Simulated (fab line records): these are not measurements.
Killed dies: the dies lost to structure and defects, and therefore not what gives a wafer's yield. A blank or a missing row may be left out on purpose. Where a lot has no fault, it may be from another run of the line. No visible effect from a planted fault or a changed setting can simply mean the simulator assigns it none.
fab line records + flow sfq_line
record:
- lots: 15
- wafers: 45
- last_day: 84
route steps=325 shown M3@119
lots that met no fault: from a run of the same line without faults
start_h: hours from the record's first day to the start of the lot's first wafer shown + wait_h: how many hours have passed since the lot's step before this one + " same as the row above + L1.1+2: a row that stands for several wafers + - no value present, or no start provided + * or withheld: withheld + < > ~ a bound
route shown NAME@n: a module of which the file shows steps, and the number in the route of the first + usual: mean/standard deviation taken from wafers without a fault + same: alike in all rows + chamber/n: place in a boat + sites: per-site readings + _std_site: standard deviation of those values + _edge_site: inner sites' mean taken away from outer sites' mean + radius_mm: for every site, how far away it sits from the centre of the wafer + mask NAME#n: copy n + behind: the most recent tool/chamber to have shaped the wafer + hold: why the lot went on hold/how many hours it stayed there/how the hold came to an end + device: transistor that didn't switch, given as n, p or np + end of line: tests of these same wafers at the route's end + a step without rows: its recipe alone + killed: not the wafer's yield, but the dies lost to structure and defects at the first sort + map: per-die view of a wafer (x killed, . not killed, _ where there is no die)
set.NAME: the setting as run; set.NAME@STEP: as run at that earlier step + model.NAME: the simulator's own value behind a step, which no gauge read
one table for each step of the route and one row for each wafer, over a sample of lots
services: when a tool's chamber went out of use (start_h, in hours from the record's first day, below 0 if earlier), for how many hours, and the reason
== steps ==
step: SFQ_TRILAYER_M3_DEP_SPUTTER_073
recipe:
- material: Nb
- base_pressure_pa: 1.33e-06
- chamber_pressure_pa: 0.1333
- substrate_temp_c: 20
- resputter_cathode_voltage_v: 400
- target_thk_nm: 200
- power_w: 2000
- time_s: 133.3
usual:
- cathode_dc_power_W: 2000.0/0.41
- throttle_valve_pct: 30.6/0.97
| lot.wafer | tool           | chamber | start_h | wait_h | cathode_dc_power_W | throttle_valve_pct |
|-----------|----------------|---------|---------|--------|--------------------|--------------------|
| L772.2    | pvd_sputter-05 | -       | 589.16  | 0.0    | 2000.1             | 31.5               |
| L772.5    | "              | -       | "       | "      | 1999.8             | 29.9               |
| L772.6    | "              | -       | "       | "      | 2000.8             | 29.6               |
| L773.1    | pvd_sputter-03 | -       | 597.09  | 0.0    | 2000.6             | 31.6               |
| L773.2    | "              | -       | "       | "      | 2000.5             | 29.6               |
| L773.4    | "              | -       | "       | "      | 2000.1             | 30.5               |
| L776.4    | pvd_sputter-04 | -       | 628.27  | 0.0    | 1999.7             | 30.4               |
| L776.5    | "              | -       | "       | "      | 2000.6             | 30.7               |
| L776.6    | "              | -       | "       | "      | 1999.8             | 29.9               |
| L777.2    | pvd_sputter-05 | -       | 631.89  | 0.0    | 1999.9             | 31.4               |
| L777.4    | "              | -       | "       | "      | 1999.3             | 29.9               |
| L777.5    | "              | -       | "       | "      | 1999.8             | 30.1               |
| L778.3    | pvd_sputter-03 | -       | 640.27  | 0.0    | 1999.7             | 30.8               |
| L778.5    | "              | -       | "       | "      | 2000.0             | 31.5               |
| L778.6    | "              | -       | "       | "      | 2000.0             | 30.5               |
| L781.3    | pvd_sputter-03 | -       | 694.35  | 0.0    | 2000.6             | 29.5               |
| L781.5    | "              | -       | "       | "      | 1999.9             | 30.2               |
| L781.6    | "              | -       | "       | "      | 2000.2             | 30.8               |
| L782.2    | pvd_sputter-03 | -       | 703.79  | 0.0    | 1999.5             | 30.5               |
| L782.5    | "              | -       | "       | "      | 1999.1             | 30.5               |
| L782.6    | "              | -       | "       | "      | 2000.2             | 30.5               |
| L785.1    | pvd_sputter-04 | -       | 715.77  | 0.0    | 1999.9             | 33.2               |
| L785.2    | "              | -       | "       | "      | 2000.3             | 30.3               |
| L785.6    | "              | -       | "       | "      | 2000.3             | 33.1               |
| L786.1    | pvd_sputter-04 | -       | 724.34  | 0.0    | 2000.4             | 30.9               |
| L786.2    | "              | -       | "       | "      | 2000.3             | 29.9               |
| L786.4    | "              | -       | "       | "      | 2000.1             | 33.4               |
| L786.1    | pvd_sputter-04 | -       | 724.60  | 0.2    | 2000.4             | 30.8               |
| L786.2    | "              | -       | "       | "      | 1999.4             | 30.0               |
| L786.4    | "              | -       | "       | "      | 2000.2             | 33.3               |
| L787.3    | pvd_sputter-04 | -       | 734.52  | 0.0    | 1999.2             | 29.7               |
| L787.4    | "              | -       | "       | "      | 1999.6             | 30.2               |
| L787.6    | "              | -       | "       | "      | 1999.3             | 33.2               |
| L788.1    | pvd_sputter-05 | -       | 738.12  | 0.0    | 2000.0             | 31.6               |
| L788.3    | "              | -       | "       | "      | 2000.0             | 29.6               |
| L788.5    | "              | -       | "       | "      | 1999.8             | 30.1               |
| L788.1    | pvd_sputter-05 | -       | 738.38  | 0.2    | 2000.3             | 31.6               |
| L788.3    | "              | -       | "       | "      | 2000.4             | 29.4               |
| L788.5    | "              | -       | "       | "      | 1999.9             | 30.0               |
| L790.3    | pvd_sputter-05 | -       | 756.12  | 0.0    | 1999.5             | 30.1               |
| L790.4    | "              | -       | "       | "      | 1999.5             | 30.0               |
| L790.6    | "              | -       | "       | "      | 2000.2             | 29.5               |
| L791.4    | pvd_sputter-03 | -       | 759.72  | 0.0    | 1999.7             | 30.4               |
| L791.5    | "              | -       | "       | "      | 2000.5             | 30.9               |
| L791.6    | "              | -       | "       | "      | 1999.8             | 31.5               |
| L792.1    | pvd_sputter-03 | -       | 767.67  | 0.0    | 2000.5             | 29.4               |
| L792.5    | "              | -       | "       | "      | 2000.5             | 30.2               |
| L792.6    | "              | -       | "       | "      | 1999.5             | 29.7               |
| L792.1    | pvd_sputter-03 | -       | 767.93  | 0.2    | 2000.5             | 29.5               |
| L792.5    | "              | -       | "       | "      | 1999.9             | 30.6               |
| L792.6    | "              | -       | "       | "      | 2000.5             | 30.1               |
| L795.1    | pvd_sputter-03 | -       | 778.47  | 0.0    | 1999.5             | 30.6               |
| L795.4    | "              | -       | "       | "      | 2000.7             | 30.1               |
| L795.5    | "              | -       | "       | "      | 1999.5             | 30.5               |
step: SFQ_M3_RS_MEAS_919
recipe:
- thk_meas_gauge: four-point-probe
- reads: Nb_of_TRILAYER_M3_DEP_SPUTTER_073
usual:
- M3_NB_RS: 0.894/0.0098
| lot.wafer | tool          | chamber | start_h | wait_h | M3_NB_RS[ohm/sq] |
|-----------|---------------|---------|---------|--------|------------------|
| L772.2    | film_metro-01 | -       | 589.27  | 0.1    | 0.889            |
| L772.5    | "             | -       | "       | "      | 0.893            |
| L772.6    | "             | -       | "       | "      | 0.889            |
| L773.1    | film_metro-03 | -       | 597.18  | 0.0    | 0.895            |
| L773.2    | "             | -       | "       | "      | 0.895            |
| L773.4    | "             | -       | "       | "      | 0.895            |
| L776.4    | film_metro-04 | -       | 628.42  | 0.1    | 0.905            |
| L776.5    | "             | -       | "       | "      | 0.912            |
| L776.6    | "             | -       | "       | "      | 0.906            |
| L777.2    | film_metro-03 | -       | 632.00  | 0.1    | 0.895            |
| L777.4    | "             | -       | "       | "      | 0.896            |
| L777.5    | "             | -       | "       | "      | 0.904            |
| L778.3    | film_metro-03 | -       | 640.40  | 0.1    | 0.899            |
| L778.5    | "             | -       | "       | "      | 0.905            |
| L778.6    | "             | -       | "       | "      | 0.908            |
| L781.3    | film_metro-04 | -       | 694.48  | 0.1    | 0.900            |
| L781.5    | "             | -       | "       | "      | 0.914            |
| L781.6    | "             | -       | "       | "      | 0.907            |
| L782.2    | film_metro-04 | -       | 703.90  | 0.1    | 0.893            |
| L782.5    | "             | -       | "       | "      | 0.894            |
| L782.6    | "             | -       | "       | "      | 0.886            |
| L785.1    | film_metro-01 | -       | 715.86  | 0.0    | 0.895            |
| L785.2    | "             | -       | "       | "      | 0.894            |
| L785.6    | "             | -       | "       | "      | 0.890            |
| L786.1    | film_metro-03 | -       | 724.69  | 0.0    | 0.452            |
| L786.2    | "             | -       | "       | "      | 0.448            |
| L786.4    | "             | -       | "       | "      | 0.450            |
| L787.3    | film_metro-04 | -       | 734.65  | 0.1    | 0.910            |
| L787.4    | "             | -       | "       | "      | 0.915            |
| L787.6    | "             | -       | "       | "      | 0.909            |
| L788.1    | film_metro-03 | -       | 738.47  | 0.0    | 0.438            |
| L788.3    | "             | -       | "       | "      | 0.436            |
| L788.5    | "             | -       | "       | "      | 0.440            |
| L790.3    | film_metro-01 | -       | 756.25  | 0.1    | 0.894            |
| L790.4    | "             | -       | "       | "      | 0.892            |
| L790.6    | "             | -       | "       | "      | 0.883            |
| L791.4    | film_metro-03 | -       | 759.87  | 0.1    | 0.887            |
| L791.5    | "             | -       | "       | "      | 0.890            |
| L791.6    | "             | -       | "       | "      | 0.887            |
| L792.1    | film_metro-03 | -       | 768.02  | 0.0    | 0.436            |
| L792.5    | "             | -       | "       | "      | 0.437            |
| L792.6    | "             | -       | "       | "      | 0.438            |
| L795.1    | film_metro-04 | -       | 778.56  | 0.0    | 0.889            |
| L795.4    | "             | -       | "       | "      | 0.887            |
| L795.5    | "             | -       | "       | "      | 0.895            |
step: SFQ_TRILAYER_M3_ETCH_METAL_ETCH_078
recipe:
- target: Nb
- stop_on: SiO2
- mask_material: PR
- chemistry: Cl2/Ar
- target_depth_nm: 240
- icp_w: 600
- bias_w: 80
- pressure_mtorr: 10
- time_s: 120
usual:
- drypump_motor_current_A: 5.6/0.43
- oes_product_au: 0.892/0.0072
| lot.wafer | tool         | chamber | start_h | wait_h | drypump_motor_current_A | oes_product_au | rf_hours_counter_h |
|-----------|--------------|---------|---------|--------|-------------------------|----------------|--------------------|
| L772.2    | rie_metal-04 | 1       | 639.90  | 0.0    | 5.7                     | 0.898          | 71                 |
| L772.5    | "            | 1       | "       | "      | 5.7                     | 0.893          | -                  |
| L772.6    | "            | 0       | "       | "      | 6.1                     | 0.899          | -                  |
| L773.1    | rie_metal-04 | 1       | 648.30  | 0.0    | 5.7                     | 0.896          | 73                 |
| L773.2    | "            | 0       | "       | "      | 6.1                     | 0.895          | 108                |
| L773.4    | "            | 0       | "       | "      | 6.1                     | 0.896          | -                  |
| L776.4    | rie_metal-04 | 0       | 674.74  | 0.1    | 6.1                     | 0.890          | -                  |
| L776.5    | "            | 1       | "       | "      | 5.6                     | 0.876          | -                  |
| L776.6    | "            | 0       | "       | "      | 6.1                     | 0.887          | -                  |
| L777.2    | rie_metal-03 | 1       | 678.30  | 0.0    | 5.3                     | 0.891          | 144                |
| L777.4    | "            | 1       | "       | "      | 5.3                     | 0.892          | -                  |
| L777.5    | "            | 0       | "       | "      | 5.5                     | 0.885          | -                  |
| L778.3    | rie_metal-04 | 1       | 686.74  | 0.1    | 5.6                     | 0.891          | -                  |
| L778.5    | "            | 1       | "       | "      | 5.6                     | 0.883          | -                  |
| L778.6    | "            | 0       | "       | "      | 6.1                     | 0.888          | -                  |
| L781.3    | rie_metal-02 | 0       | 746.84  | 0.1    | 4.7                     | 0.894          | -                  |
| L781.5    | "            | 1       | "       | "      | 5.4                     | 0.882          | -                  |
| L781.6    | "            | 0       | "       | "      | 4.7                     | 0.889          | -                  |
| L782.2    | rie_metal-04 | 0       | 754.75  | 0.0    | 6.1                     | 0.896          | 130                |
| L782.5    | "            | 1       | "       | "      | 5.6                     | 0.890          | -                  |
| L782.6    | "            | 0       | "       | "      | 6.1                     | 0.900          | -                  |
| L785.1    | rie_metal-04 | 1       | 770.15  | 0.0    | 5.6                     | 0.902          | 97                 |
| L785.2    | "            | 0       | "       | "      | 6.1                     | 0.891          | 133                |
| L785.6    | "            | 0       | "       | "      | 6.1                     | 0.880          | -                  |
| L786.1    | rie_metal-04 | 0       | 780.50  | 0.0    | 6.1                     | 1.002          | 135                |
| L786.2    | "            | 1       | "       | "      | 5.7                     | 1.005          | 100                |
| L786.4    | "            | 0       | "       | "      | 6.1                     | 1.009          | -                  |
| L787.3    | rie_metal-03 | 0       | 794.94  | 0.1    | 5.5                     | 0.879          | -                  |
| L787.4    | "            | 1       | "       | "      | 5.3                     | 0.874          | -                  |
| L787.6    | "            | 0       | "       | "      | 5.5                     | 0.890          | -                  |
| L788.1    | rie_metal-04 | 0       | 798.50  | 0.0    | 6.1                     | 1.010          | 138                |
| L788.3    | "            | 0       | "       | "      | 6.1                     | 1.005          | -                  |
| L788.5    | "            | 0       | "       | "      | 6.1                     | 1.006          | -                  |
| L790.3    | rie_metal-04 | 0       | 816.54  | 0.1    | 6.1                     | 0.891          | -                  |
| L790.4    | "            | 1       | "       | "      | 5.7                     | 0.893          | -                  |
| L790.6    | "            | 1       | "       | "      | 5.7                     | 0.891          | -                  |
| L791.4    | rie_metal-03 | 0       | 819.08  | 0.2    | 5.5                     | 0.897          | -                  |
| L791.5    | "            | 0       | "       | "      | 5.5                     | 0.891          | -                  |
| L791.6    | "            | 0       | "       | "      | 5.5                     | 0.903          | -                  |
| L792.1    | rie_metal-02 | 1       | 826.10  | 0.0    | 5.4                     | 0.996          | 89                 |
| L792.5    | "            | 1       | "       | "      | 5.4                     | 0.997          | -                  |
| L792.6    | "            | 0       | "       | "      | 4.7                     | 1.002          | -                  |
| L795.1    | rie_metal-02 | 0       | 835.70  | 0.0    | 4.7                     | 0.893          | 100                |
| L795.4    | "            | 0       | "       | "      | 4.7                     | 0.900          | -                  |
| L795.5    | "            | 1       | "       | "      | 5.4                     | 0.894          | -                  |
== services ==
| tool           | chamber | start_h | hours | kind                   |
|----------------|---------|---------|-------|------------------------|
| rie_metal-02   | -       | 582.54  | 28.1  | pm                     |
| pvd_sputter-03 | -       | 583.66  | 2.5   | repair                 |
| pvd_sputter-03 | 2       | 602.44  | -     | consumable_replace:kit |
| pvd_sputter-03 | 2       | 602.44  | 18.0  | scheduled_down         |
| pvd_sputter-03 | 2       | 602.44  | 18.0  | vent_cycle             |
| rie_metal-02   | -       | 713.91  | 0.3   | repair                 |
| rie_metal-02   | 0       | 716.19  | 27.8  | repair                 |
| pvd_sputter-03 | -       | 721.18  | 3.6   | repair                 |
| pvd_sputter-04 | 1       | 769.87  | -     | consumable_replace:kit |
| pvd_sputter-04 | 1       | 769.87  | 18.0  | scheduled_down         |
| pvd_sputter-04 | 1       | 769.87  | 18.0  | vent_cycle             |
| rie_metal-03   | 1       | 806.49  | -     | clean                  |
| rie_metal-03   | 1       | 806.49  | 18.3  | scheduled_down         |
| rie_metal-03   | 1       | 806.49  | 18.3  | vent_cycle             |
== key ==
first_sign:
- step: SFQ_TRILAYER_M3_DEP_SPUTTER_073
- reading: visit
- direction: added
effect:
- step: SFQ_M3_RS_MEAS_919
- reading: M3_NB_RS
- direction: down
- sigmas: 46
- usual: 0.894
- struck: 0.442
effect:
- step: SFQ_TRILAYER_M3_ETCH_METAL_ETCH_078
- reading: oes_product_au
- direction: up
- sigmas: 16
- usual: 0.892
- struck: 1.003
met_at SFQ_TRILAYER_M3_DEP_SPUTTER_073
struck_lots L786,L788,L792
fault:
- kind: repeated_step_whole
- tool: pvd_sputter-03,pvd_sputter-04,pvd_sputter-05
- chamber: -
- onset_h: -
- steps: SFQ_TRILAYER_M3_DEP_SPUTTER_073
- times: 1
- scope: struck_lots_only
